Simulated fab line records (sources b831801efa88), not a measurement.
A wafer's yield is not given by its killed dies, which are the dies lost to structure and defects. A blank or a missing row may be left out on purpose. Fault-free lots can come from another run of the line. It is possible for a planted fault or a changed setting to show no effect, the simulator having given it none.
fab line records	flow sky130
record lots=12	wafers=36	last-day=50
route steps=708 shown METAL1@454 VIA4@642 METAL5@677 PASSIVATION@684 PAD_OPEN@708
lots that met no fault: from a run of the same line without faults
start-h: hours from the record's opening day to when the first of the lot's shown wafers began	wait-h: hours since the lot's step before	" same as the row above	L1.1+2: a single row standing in for several wafers	- no value present, or no start provided	* or withheld: withheld	< > ~ a bound
route shown NAME@n: names a module that has steps shown in the file, with the first one's number in the route	usual: mean/standard deviation taken from wafers without a fault	same: alike in all rows	chamber/n: place in a boat	sites: the reading at each site	_std_site: the standard deviation of these	_edge_site: mean of outer sites minus mean of inner sites	radius-mm: how far each site lies from the wafer's centre	mask NAME#n: copy n	behind: the last tool/chamber to shape the wafer	hold: cause of the lot's hold/its duration in hours/its outcome	device: the transistor (n, p or np) that didn't switch	end of line: at the end of the route, the tests of the same wafers	a step given without rows: its recipe and nothing more	killed: count of dies lost to structure and defects at first sort (not the wafer's yield)	map: per-die view of a wafer (x killed, . not killed, _ where there is no die)
set.NAME: the setting that was run; set.NAME@STEP: the one run at that earlier step	model.NAME: the simulator's own value behind a step, which no gauge read
one table for each step of the route and one row for each wafer, over a sample of lots
services: the hour from which a tool's chamber was out of use, counted from the record's first day as start-h (under 0 if before that day), plus the number of hours and why
## steps
# step SKY_METAL1_STRIP_20
# recipe chemistry=O2/N2	power-w=1400	pressure-mtorr=1500	platen-temp-c=withheld	o2-flow-sccm=3000	n2-flow-sccm=300	overash-fraction=0.5
# usual drypump-motor-current-A=5.9/0.52	o2-flow-sccm=3002/8.4	oes-product-au=0.344/0.0051	strip-time-to-endpoint-s=2.72/0.049
lot.wafer	tool	chamber	start-h	wait-h	drypump-motor-current-A	o2-flow-sccm	oes-product-au	rf-hours-counter-h	strip-time-to-endpoint-s
L388.1	plasma-asher-04	1	772.75	0.1	5.4	2998	0.351	3	2.79
L388.3	"	0	"	"	6.1	3005	0.349	-	2.79
L388.4	"	1	"	"	5.4	3002	0.343	-	2.67
L389.1	plasma-asher-02	0	773.65	0.1	6.8	3001	0.345	34	2.77
L389.5	"	1	"	"	5.8	3005	0.341	-	2.66
L389.6	"	0	"	"	6.7	2997	0.339	-	2.76
L391.1	plasma-asher-01	0	792.31	0.1	5.9	2979	0.347	67	2.67
L391.2	"	1	"	"	5.2	2996	0.350	67	2.73
L391.3	"	0	"	"	5.9	2988	0.342	-	2.78
L394.2	plasma-asher-02	1	808.50	0.1	5.7	3006	0.346	38	2.74
L394.3	"	0	"	"	6.8	3006	0.344	-	2.73
L394.6	"	1	"	"	5.7	2998	0.345	-	2.71
L399.2	plasma-asher-02	1	846.71	0.1	5.7	3019	0.344	42	2.74
L399.3	"	0	"	"	6.8	3004	0.343	-	2.76
L399.6	"	1	"	"	5.8	3010	0.342	-	2.74
L401.1	plasma-asher-01	0	896.05	0.1	5.9	2999	0.340	77	2.68
L401.3	"	1	"	"	5.2	3003	0.357	-	2.80
L401.6	"	1	"	"	5.2	2998	0.340	-	2.70
L406.3	plasma-asher-01	1	899.89	0.1	5.2	3010	0.344	-	2.70
L406.4	"	0	"	"	5.9	3022	0.351	-	2.75
L406.5	"	1	"	"	5.2	3020	0.345	-	2.70
L407.1	plasma-asher-04	1	904.50	0.1	5.4	2997	0.341	14	2.63
L407.5	"	0	"	"	6.1	3009	0.339	-	2.61
L407.6	"	1	"	"	5.4	3007	0.340	-	2.73
L408.3	plasma-asher-02	1	909.63	0.1	5.8	3009	0.348	-	2.75
L408.5	"	1	"	"	5.7	3002	0.342	-	2.62
L408.6	"	0	"	"	6.8	3004	0.339	-	2.73
L409.2	plasma-asher-01	0	924.20	0.1	5.9	2984	0.341	81	2.74
L409.4	"	0	"	"	5.9	2982	0.347	-	2.75
L409.5	"	1	"	"	5.2	3005	0.341	-	2.75
L410.4	plasma-asher-04	1	930.68	0.1	5.4	3004	0.344	-	2.75
L410.5	"	0	"	"	6.0	3013	0.342	-	2.77
L410.6	"	1	"	"	5.4	3007	0.347	-	2.73
L411.1	plasma-asher-02	1	939.45	0.1	5.7	2994	0.342	51	2.70
L411.5	"	0	"	"	6.8	3001	0.339	-	2.70
L411.6	"	1	"	"	5.8	2994	0.341	-	2.73
# step SKY_VIA4_BOW_MEAS_03
# recipe mode=bow
# usual VIA4_BOW=81/8.2
lot.wafer	tool	chamber	start-h	wait-h	VIA4_BOW[um]
L388.1	film-metro-02	-	988.80	0.1	78
L388.3	"	-	"	"	84
L388.4	"	-	"	"	88
L389.1	film-metro-04	-	990.87	0.2	100
L389.5	"	-	"	"	82
L389.6	"	-	"	"	94
L391.1	film-metro-02	-	1006.46	0.2	79
L391.2	"	-	"	"	64
L391.3	"	-	"	"	75
L394.2	film-metro-04	-	1021.45	0.3	76
L394.3	"	-	"	"	76
L394.6	"	-	"	"	73
L399.2	film-metro-04	-	1055.36	0.2	83
L399.3	"	-	"	"	84
L399.6	"	-	"	"	67
L401.1	film-metro-02	-	1097.31	0.1	84
L401.3	"	-	"	"	102
L401.6	"	-	"	"	87
L406.3	film-metro-04	-	1101.67	0.2	79
L406.4	"	-	"	"	70
L406.5	"	-	"	"	81
L407.1	film-metro-01	-	1101.73	0.1	74
L407.5	"	-	"	"	84
L407.6	"	-	"	"	84
L408.3	film-metro-04	-	1105.66	0.2	91
L408.5	"	-	"	"	96
L408.6	"	-	"	"	97
L409.2	film-metro-02	-	1122.23	0.3	69
L409.4	"	-	"	"	69
L409.5	"	-	"	"	70
L410.4	film-metro-02	-	1124.39	0.2	87
L410.5	"	-	"	"	83
L410.6	"	-	"	"	85
L411.1	film-metro-02	-	1130.10	0.1	72
L411.5	"	-	"	"	54
L411.6	"	-	"	"	71
# step SKY_METAL5_STRIP_16
# recipe chemistry=O2/N2	power-w=1400	pressure-mtorr=1500	platen-temp-c=withheld	o2-flow-sccm=3000	n2-flow-sccm=300	overash-fraction=0.5
# usual drypump-motor-current-A=5.8/0.38	o2-flow-sccm=3000/9.9	oes-product-au=0.710/0.0046	strip-time-to-endpoint-s=13.17/0.14
lot.wafer	tool	chamber	start-h	wait-h	drypump-motor-current-A	o2-flow-sccm	oes-product-au	rf-hours-counter-h	strip-time-to-endpoint-s
L388.1	plasma-asher-04	0	1036.93	0.2	6.1	3013	0.712	28	13.14
L388.3	"	0	"	"	6.1	3003	0.708	-	12.84
L388.4	"	1	"	"	5.4	2995	0.708	-	13.21
L389.1	plasma-asher-04	1	1038.57	0.2	5.4	3012	0.713	28	13.33
L389.5	"	0	"	"	6.0	3013	0.709	-	13.30
L389.6	"	1	"	"	5.4	3001	0.710	-	13.11
L391.1	plasma-asher-04	0	1053.87	0.2	6.0	2973	0.717	30	12.95
L391.2	"	1	"	"	5.5	2979	0.713	30	12.94
L391.3	"	0	"	"	6.1	2980	0.714	-	13.02
L394.2	plasma-asher-02	1	1067.78	0.2	5.8	2999	0.710	65	13.24
L394.3	"	1	"	"	5.8	2988	0.714	-	13.40
L394.6	"	0	"	"	6.8	3019	0.706	-	13.23
L399.2	plasma-asher-03	1	1100.37	0.2	5.7	2988	0.708	4	13.11
L399.3	"	0	"	"	5.7	2988	0.712	-	12.88
L399.6	"	1	"	"	5.7	3004	0.710	-	13.13
L401.1	plasma-asher-04	1	1138.43	0.2	5.4	2994	0.714	38	13.33
L401.3	"	0	"	"	6.0	3004	0.706	-	13.22
L401.6	"	1	"	"	5.4	3000	0.705	-	13.25
L407.1	plasma-asher-04	0	1142.13	0.2	6.1	3007	0.706	38	13.24
L407.5	"	0	"	"	6.1	3005	0.706	-	13.16
L407.6	"	1	"	"	5.4	3002	0.706	-	13.36
L406.3	plasma-asher-03	1	1142.13	0.3	5.7	2991	0.711	-	13.20
L406.4	"	0	"	"	5.7	3007	0.717	-	13.28
L406.5	"	0	"	"	5.7	3005	0.713	-	13.16
L408.3	plasma-asher-04	0	1145.95	0.1	6.1	2993	0.707	-	13.25
L408.5	"	1	"	"	5.4	2994	0.707	-	13.08
L408.6	"	0	"	"	6.1	2996	0.711	-	13.37
L409.2	plasma-asher-03	0	1161.20	0.3	5.7	3004	0.718	9	13.27
L409.4	"	1	"	"	5.7	3005	0.703	-	13.28
L409.5	"	0	"	"	5.7	2999	0.709	-	13.29
L410.4	plasma-asher-03	1	1163.46	0.1	5.7	3002	0.706	-	13.23
L410.5	"	1	"	"	5.7	2998	0.712	-	13.22
L410.6	"	0	"	"	5.7	2990	0.709	-	13.15
L411.1	plasma-asher-02	0	1167.92	0.2	6.8	2987	0.705	74	13.24
L411.5	"	1	"	"	5.7	2998	0.709	-	13.23
L411.6	"	0	"	"	6.8	2999	0.714	-	13.44
# step SKY_PASSIVATION_THK_MEAS_03
# recipe reads=Si3N4_of_PASSIVATION_CVD_02
# usual PASSIVATION_CVD_02_THK=540/7.9
lot.wafer	tool	chamber	start-h	wait-h	PASSIVATION_CVD_02_THK[nm]
L388.1	film-metro-02	-	1037.86	-	533
L388.3	"	-	"	"	547
L388.4	"	-	"	"	550
L389.1	film-metro-03	-	1039.50	-	534
L389.5	"	-	"	"	537
L389.6	"	-	"	"	554
L391.1	film-metro-01	-	1054.80	-	540
L391.2	"	-	"	"	545
L391.3	"	-	"	"	549
L394.2	film-metro-03	-	1068.70	-	542
L394.3	"	-	"	"	540
L394.6	"	-	"	"	548
L399.2	film-metro-02	-	1101.46	-	539
L399.3	"	-	"	"	531
L399.6	"	-	"	"	546
L401.1	film-metro-03	-	1139.51	-	536
L401.3	"	-	"	"	539
L401.6	"	-	"	"	542
L407.1	film-metro-01	-	1143.52	-	541
L407.5	"	-	"	"	551
L407.6	"	-	"	"	548
L406.3	film-metro-03	-	1143.53	-	542
L406.4	"	-	"	"	552
L406.5	"	-	"	"	544
L408.3	film-metro-03	-	1146.86	-	541
L408.5	"	-	"	"	547
L408.6	"	-	"	"	546
L409.2	film-metro-03	-	1162.11	-	523
L409.4	"	-	"	"	538
L409.5	"	-	"	"	537
L410.4	film-metro-02	-	1164.36	-	530
L410.5	"	-	"	"	538
L410.6	"	-	"	"	534
L411.1	film-metro-03	-	1168.83	-	533
L411.5	"	-	"	"	551
L411.6	"	-	"	"	540
# step SKY_PAD_OPEN_PROBE_99
# usual defect-limited-yield=82.4/1.9	killed_at_M0_to_M3=44/6.5	killed_at_M4_up=2.9/1.7	killed-at-contacts=24/5.7	killed-at-front-end=16/4.4	killed-at-other=0.2/0.48	killed-dies=87/9.6	killed-open=48/6.7	killed-short=38/6.2
# same gross-dies=492	killed-at-back-side=0
lot.wafer	tool	chamber	start-h	wait-h	defect-limited-yield[%]	killed_at_M0_to_M3	killed_at_M4_up	killed-at-contacts	killed-at-front-end	killed-at-other	killed-dies	killed-open	killed-short
L388.1	prober-02	-	1084.56	0.1	82.1	51	5	18	14	0	88	57	31
L388.3	prober-02	-	1084.66	0.2	81.9	50	4	20	15	0	89	54	35
L388.4	prober-02	-	1084.71	0.2	82.3	48	1	21	17	0	87	56	29
L389.1	prober-01	-	1085.79	0.1	82.3	47	2	22	16	0	87	45	42
L389.5	prober-01	-	1085.99	0.2	84.8	34	3	15	22	1	75	37	38
L389.6	prober-01	-	1086.04	0.2	80.9	55	2	19	18	0	94	50	44
L391.1	prober-02	-	1100.56	0.1	78.7	48	4	26	25	2	105	50	54
L391.2	prober-02	-	1100.61	0.1	79.7	39	4	29	28	0	100	52	47
L391.3	prober-02	-	1100.66	0.2	80.9	54	5	17	18	0	94	57	37
L394.2	prober-01	-	1112.02	0.1	71.3	104	0	24	13	0	141	53	25
L394.3	prober-01	-	1112.07	0.2	76.8	51	3	42	18	0	114	63	51
L394.6	prober-01	-	1112.22	0.2	70.3	112	2	22	10	0	146	39	39
L399.2	prober-01	-	1142.40	0.1	71.5	112	2	19	7	0	140	43	35
L399.3	prober-01	-	1142.45	0.2	83.5	38	3	29	11	0	81	47	34
L399.6	prober-01	-	1142.60	0.2	72.6	104	1	24	6	0	135	33	34
L401.1	prober-02	-	1177.66	0.1	81.3	46	2	17	26	1	92	57	33
L401.3	prober-02	-	1177.76	0.2	82.3	41	5	21	20	0	87	47	39
L401.6	prober-02	-	1177.91	0.2	80.1	54	3	20	21	0	98	49	49
L406.3	prober-02	-	1182.19	0.2	85.0	38	0	21	14	1	74	42	32
L406.4	prober-02	-	1182.24	0.2	82.9	33	2	30	18	1	84	49	35
L406.5	prober-02	-	1182.29	0.2	83.1	44	2	26	11	0	83	48	35
L407.1	prober-01	-	1182.29	0.1	83.1	48	2	26	7	0	83	50	33
L407.5	prober-01	-	1182.49	0.2	82.7	53	3	17	10	2	85	51	32
L407.6	prober-01	-	1182.54	0.2	82.5	45	3	23	15	0	86	45	41
L408.3	prober-01	-	1185.58	0.2	81.3	47	2	25	18	0	92	38	53
L408.5	prober-01	-	1185.68	0.2	83.1	36	8	19	19	1	83	41	41
L408.6	prober-01	-	1185.73	0.2	83.7	39	1	26	14	0	80	55	25
L409.2	prober-02	-	1198.19	0.1	82.3	46	4	17	19	1	87	58	28
L409.4	prober-02	-	1198.29	0.2	81.1	59	1	15	18	0	93	55	38
L409.5	prober-02	-	1198.34	0.2	79.5	51	4	24	22	0	101	55	46
L410.4	prober-01	-	1201.08	0.2	84.1	42	3	21	12	0	78	39	38
L410.5	prober-01	-	1201.13	0.2	83.1	45	5	20	13	0	83	48	34
L410.6	prober-01	-	1201.18	0.2	84.8	48	2	17	8	0	75	40	35
L411.1	prober-02	-	1203.73	0.1	81.7	52	3	23	12	0	90	48	42
L411.5	prober-02	-	1203.93	0.2	80.5	51	6	22	17	0	96	56	40
L411.6	prober-02	-	1203.98	0.2	80.7	54	4	19	18	0	95	50	45
# killed by level:class
L388.1 VIA1:geometric-particle:open=13 VIA2:geometric-particle:open=12 VIA3:geometric-particle:open=8 LI_CONTACT:geometric-particle:open=7 METAL2:geometric-particle:short=7 CONTACT:geometric-particle:open=6 POLY_GATE:geometric-particle:short=4 VIA1:geometric-particle:short=4
L388.3 VIA1:geometric-particle:open=12 CONTACT:geometric-particle:open=8 VIA3:geometric-particle:open=8 METAL2:geometric-particle:short=7 VIA2:geometric-particle:open=6 LI_CONTACT:geometric-particle:open=5 METAL1:geometric-particle:short=5 FIELD_ISO:geometric-particle:short=4
L388.4 VIA1:geometric-particle:open=16 CONTACT:geometric-particle:open=8 VIA3:geometric-particle:open=8 FIELD_ISO:geometric-particle:short=6 LI_CONTACT:geometric-particle:open=6 VIA2:geometric-particle:open=6 VIA1:geometric-particle:short=5 POLY_GATE:geometric-particle:open=4
L389.1 VIA2:geometric-particle:open=11 VIA1:geometric-particle:open=9 CONTACT:geometric-particle:short=7 LI_CONTACT:geometric-particle:open=6 CONTACT:geometric-particle:open=5 METAL1:geometric-particle:short=5 FIELD_ISO:geometric-particle:short=4 LOCAL_INTERCONNECT:geometric-particle:short=4
L389.5 FIELD_ISO:geometric-particle:short=11 CONTACT:geometric-particle:open=7 VIA1:geometric-particle:open=6 FIELD_ISO:geometric-particle:open=5 VIA2:geometric-particle:open=5 METAL1:geometric-particle:short=5 LI_CONTACT:geometric-particle:open=4 VIA1:geometric-particle:short=3
L389.6 VIA1:geometric-particle:open=11 METAL2:geometric-particle:short=10 VIA3:geometric-particle:open=8 VIA2:geometric-particle:open=7 CONTACT:geometric-particle:open=6 FIELD_ISO:geometric-particle:open=5 POLY_GATE:geometric-particle:short=5 VIA1:geometric-particle:short=5
L391.1 CONTACT:geometric-particle:open=11 VIA1:geometric-particle:open=11 VIA3:geometric-particle:short=7 METAL2:geometric-particle:short=7 FIELD_ISO:geometric-particle:short=6 POLY_GATE:geometric-particle:short=6 LI_CONTACT:geometric-particle:open=6 LOCAL_INTERCONNECT:geometric-particle:short=6
L391.2 LOCAL_INTERCONNECT:geometric-particle:short=10 POLY_GATE:geometric-particle:open=8 LI_CONTACT:geometric-particle:open=8 VIA1:geometric-particle:open=7 VIA2:geometric-particle:open=7 FIELD_ISO:geometric-particle:short=6 VIA3:geometric-particle:open=6 CONTACT:geometric-particle:short=5
L391.3 VIA1:geometric-particle:open=10 CONTACT:geometric-particle:open=9 METAL1:geometric-particle:short=9 POLY_GATE:geometric-particle:open=7 VIA2:geometric-particle:open=7 FIELD_ISO:geometric-particle:open=6 METAL2:geometric-particle:short=5 LOCAL_INTERCONNECT:geometric-particle:short=4
L394.2 METAL1:unspecified=63 VIA1:geometric-particle:open=11 VIA2:geometric-particle:open=11 CONTACT:geometric-particle:open=8 FIELD_ISO:geometric-particle:open=7 LI_CONTACT:geometric-particle:open=7 LOCAL_INTERCONNECT:geometric-particle:short=5 METAL2:geometric-particle:short=4
L394.3 VIA1:geometric-particle:open=16 LI_CONTACT:geometric-particle:open=13 CONTACT:geometric-particle:open=12 VIA1:geometric-particle:short=9 VIA2:geometric-particle:open=7 FIELD_ISO:geometric-particle:open=6 LOCAL_INTERCONNECT:geometric-particle:short=6 METAL1:geometric-particle:short=6
L394.6 METAL1:unspecified=68 CONTACT:geometric-particle:open=10 METAL1:geometric-particle:short=9 VIA1:geometric-particle:open=9 METAL2:geometric-particle:short=6 VIA1:geometric-particle:short=5 VIA2:geometric-particle:open=5 FIELD_ISO:geometric-particle:open=4
L399.2 METAL1:unspecified=62 CONTACT:geometric-particle:open=13 METAL1:geometric-particle:short=9 VIA3:geometric-particle:open=8 VIA2:geometric-particle:open=6 VIA1:geometric-particle:open=6 VIA1:geometric-particle:short=5 VIA2:geometric-particle:short=5
L399.3 LI_CONTACT:geometric-particle:open=11 CONTACT:geometric-particle:open=8 METAL1:geometric-particle:short=7 VIA1:geometric-particle:open=7 LOCAL_INTERCONNECT:geometric-particle:short=6 VIA2:geometric-particle:open=6 VIA2:geometric-particle:short=5 FIELD_ISO:geometric-particle:open=3
L399.6 METAL1:unspecified=68 LI_CONTACT:geometric-particle:open=7 VIA2:geometric-particle:open=6 LI_CONTACT:geometric-particle:short=5 CONTACT:geometric-particle:open=5 METAL1:geometric-particle:short=5 METAL2:geometric-particle:short=5 VIA3:geometric-particle:open=5
L401.1 VIA1:geometric-particle:open=19 FIELD_ISO:geometric-particle:open=8 VIA3:geometric-particle:open=7 LOCAL_INTERCONNECT:geometric-particle:short=6 CONTACT:geometric-particle:open=6 VIA2:geometric-particle:open=6 VIA1:geometric-particle:short=5 FIELD_ISO:geometric-particle:short=4
L401.3 VIA1:geometric-particle:open=12 CONTACT:geometric-particle:open=10 VIA2:geometric-particle:open=6 FIELD_ISO:geometric-particle:short=5 VIA3:geometric-particle:open=5 FIELD_ISO:geometric-particle:open=4 POLY_GATE:geometric-particle:short=4 METAL4:geometric-particle:short=4
L401.6 CONTACT:geometric-particle:open=14 METAL2:geometric-particle:short=10 VIA2:geometric-particle:short=7 VIA1:geometric-particle:open=6 VIA3:geometric-particle:open=6 VIA2:geometric-particle:open=6 POLY_GATE:geometric-particle:short=5 FIELD_ISO:geometric-particle:open=4
L406.3 CONTACT:geometric-particle:open=8 LI_CONTACT:geometric-particle:open=6 VIA1:geometric-particle:open=6 VIA2:geometric-particle:open=5 FIELD_ISO:geometric-particle:short=4 POLY_GATE:geometric-particle:open=4 CONTACT:geometric-particle:short=4 METAL1:geometric-particle:short=4
L406.4 CONTACT:geometric-particle:open=13 METAL2:geometric-particle:short=9 VIA3:geometric-particle:open=9 POLY_GATE:geometric-particle:open=7 LI_CONTACT:geometric-particle:open=7 LI_CONTACT:geometric-particle:short=5 POLY_GATE:geometric-particle:short=4 LOCAL_INTERCONNECT:geometric-particle:short=4
L407.1 VIA2:geometric-particle:open=14 CONTACT:geometric-particle:open=10 VIA1:geometric-particle:open=10 LI_CONTACT:geometric-particle:open=7 METAL1:geometric-particle:short=6 METAL3:geometric-particle:short=4 LOCAL_INTERCONNECT:geometric-particle:short=4 VIA1:geometric-particle:short=4
L406.5 LI_CONTACT:geometric-particle:open=10 VIA1:geometric-particle:open=10 CONTACT:geometric-particle:open=9 VIA3:geometric-particle:open=8 METAL3:geometric-particle:short=6 METAL1:geometric-particle:short=6 FIELD_ISO:geometric-particle:short=4 VIA2:geometric-particle:open=4
L407.5 VIA3:geometric-particle:open=13 VIA1:geometric-particle:open=11 VIA2:geometric-particle:open=8 CONTACT:geometric-particle:open=7 METAL2:geometric-particle:short=6 LI_CONTACT:geometric-particle:open=4 METAL1:geometric-particle:short=4 VIA3:geometric-particle:short=4
L407.6 METAL2:geometric-particle:short=11 LI_CONTACT:geometric-particle:open=7 CONTACT:geometric-particle:open=7 VIA1:geometric-particle:open=7 VIA3:geometric-particle:open=7 FIELD_ISO:geometric-particle:short=5 LOCAL_INTERCONNECT:geometric-particle:short=5 FIELD_ISO:geometric-particle:open=4
L408.3 VIA2:geometric-particle:open=10 VIA1:geometric-particle:open=8 VIA1:geometric-particle:short=7 CONTACT:geometric-particle:short=6 METAL2:geometric-particle:short=6 POLY_GATE:geometric-particle:short=5 LOCAL_INTERCONNECT:geometric-particle:short=5 LI_CONTACT:geometric-particle:open=5
L408.5 CONTACT:geometric-particle:open=8 VIA1:geometric-particle:open=8 VIA2:geometric-particle:short=7 METAL4:geometric-particle:short=7 FIELD_ISO:geometric-particle:short=6 FIELD_ISO:geometric-particle:open=5 POLY_GATE:geometric-particle:open=5 METAL2:geometric-particle:short=4
L408.6 CONTACT:geometric-particle:open=12 VIA1:geometric-particle:open=12 VIA2:geometric-particle:open=11 LOCAL_INTERCONNECT:geometric-particle:short=5 LI_CONTACT:geometric-particle:open=4 CONTACT:geometric-particle:short=4 FIELD_ISO:geometric-particle:open=3 FIELD_ISO:geometric-particle:short=3
L409.2 VIA1:geometric-particle:open=15 VIA3:geometric-particle:open=8 POLY_GATE:geometric-particle:open=6 FIELD_ISO:geometric-particle:open=6 CONTACT:geometric-particle:open=6 LI_CONTACT:geometric-particle:open=5 METAL3:geometric-particle:short=5 VIA1:geometric-particle:short=4
L409.4 VIA1:geometric-particle:open=20 VIA1:geometric-particle:short=9 VIA3:geometric-particle:open=7 POLY_GATE:geometric-particle:short=5 LI_CONTACT:geometric-particle:open=5 CONTACT:geometric-particle:open=5 METAL1:geometric-particle:short=4 METAL2:geometric-particle:short=4
L409.5 VIA1:geometric-particle:open=11 VIA3:geometric-particle:open=9 POLY_GATE:geometric-particle:open=8 LI_CONTACT:geometric-particle:open=8 METAL2:geometric-particle:short=8 CONTACT:geometric-particle:open=7 METAL1:geometric-particle:short=7 POLY_GATE:geometric-particle:short=5
L410.4 CONTACT:geometric-particle:open=9 VIA1:geometric-particle:open=9 VIA3:geometric-particle:open=8 METAL1:geometric-particle:short=7 CONTACT:geometric-particle:short=5 METAL2:geometric-particle:short=5 FIELD_ISO:geometric-particle:open=4 VIA1:geometric-particle:short=4
L410.5 VIA1:geometric-particle:open=10 VIA3:geometric-particle:open=9 METAL2:geometric-particle:short=8 CONTACT:geometric-particle:open=7 VIA2:geometric-particle:open=5 FIELD_ISO:geometric-particle:open=4 FIELD_ISO:geometric-particle:short=4 LI_CONTACT:geometric-particle:short=4
L410.6 VIA1:geometric-particle:open=9 VIA3:geometric-particle:open=7 METAL2:geometric-particle:short=6 CONTACT:geometric-particle:open=6 METAL1:geometric-particle:short=6 VIA1:geometric-particle:short=5 METAL3:geometric-particle:short=5 LOCAL_INTERCONNECT:geometric-particle:open=4
L411.1 VIA1:geometric-particle:open=10 VIA3:geometric-particle:open=9 CONTACT:geometric-particle:open=8 METAL2:geometric-particle:short=8 LI_CONTACT:geometric-particle:open=6 METAL1:geometric-particle:short=6 VIA2:geometric-particle:open=5 POLY_CUT:geometric-particle:short=3
L411.5 VIA1:geometric-particle:open=11 CONTACT:geometric-particle:open=9 VIA3:geometric-particle:open=8 LI_CONTACT:geometric-particle:open=8 VIA2:geometric-particle:open=6 METAL3:geometric-particle:short=6 FIELD_ISO:geometric-particle:open=5 FIELD_ISO:geometric-particle:short=4
L411.6 METAL1:geometric-particle:short=10 VIA1:geometric-particle:open=10 CONTACT:geometric-particle:open=9 VIA3:geometric-particle:open=7 LI_CONTACT:geometric-particle:open=6 VIA1:geometric-particle:short=6 FIELD_ISO:geometric-particle:open=5 VIA2:geometric-particle:short=5
## services
tool	chamber	start-h	hours	kind
plasma-asher-02	-	750.00	4.3	pm
plasma-asher-02	-	810.74	1.0	repair
plasma-asher-04	-	834.37	0.3	repair
plasma-asher-02	-	855.45	4.8	repair
plasma-asher-04	-	887.75	15.6	pm
plasma-asher-01	-	1016.27	2.8	pm
plasma-asher-03	-	1025.79	4.3	pm
plasma-asher-03	-	1055.25	9.0	pm
plasma-asher-03	0	1055.25	9.0	vent-cycle
plasma-asher-03	1	1055.25	9.0	vent-cycle
plasma-asher-01	-	1058.93	2.5	repair
plasma-asher-01	-	1059.59	0.4	repair
plasma-asher-03	0	1064.25	-	clean
plasma-asher-03	1	1064.25	-	clean
plasma-asher-03	-	1072.94	1.0	repair
plasma-asher-01	-	1077.17	0.3	repair
plasma-asher-02	-	1083.43	1.4	repair
plasma-asher-04	-	1089.46	0.6	repair
plasma-asher-02	-	1096.88	2.3	repair
## key
first-sign step=SKY_PAD_OPEN_PROBE_99	reading=killed_at_M0_to_M3	direction=up	sigmas=9.9	usual=44	struck=108
effect step=SKY_PAD_OPEN_PROBE_99	reading=defect-limited-yield	direction=down	sigmas=5.6	usual=82.4	struck=71.4
met-at SKY_METAL1_STRIP_20
struck-lots L394,L399
struck-wafers L394.2,L394.6,L399.2,L399.6
not-acting-at SKY_VIA4_BOW_MEAS_03,SKY_METAL5_STRIP_16,SKY_PASSIVATION_THK_MEAS_03
onset-between 773.65 808.50
fault kind=chamber-particle-source	tool=plasma-asher-02	chamber=1	onset-h=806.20	steps=SKY_METAL1_STRIP_20	rate-per-visit-cm2=2.0128	end-h=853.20
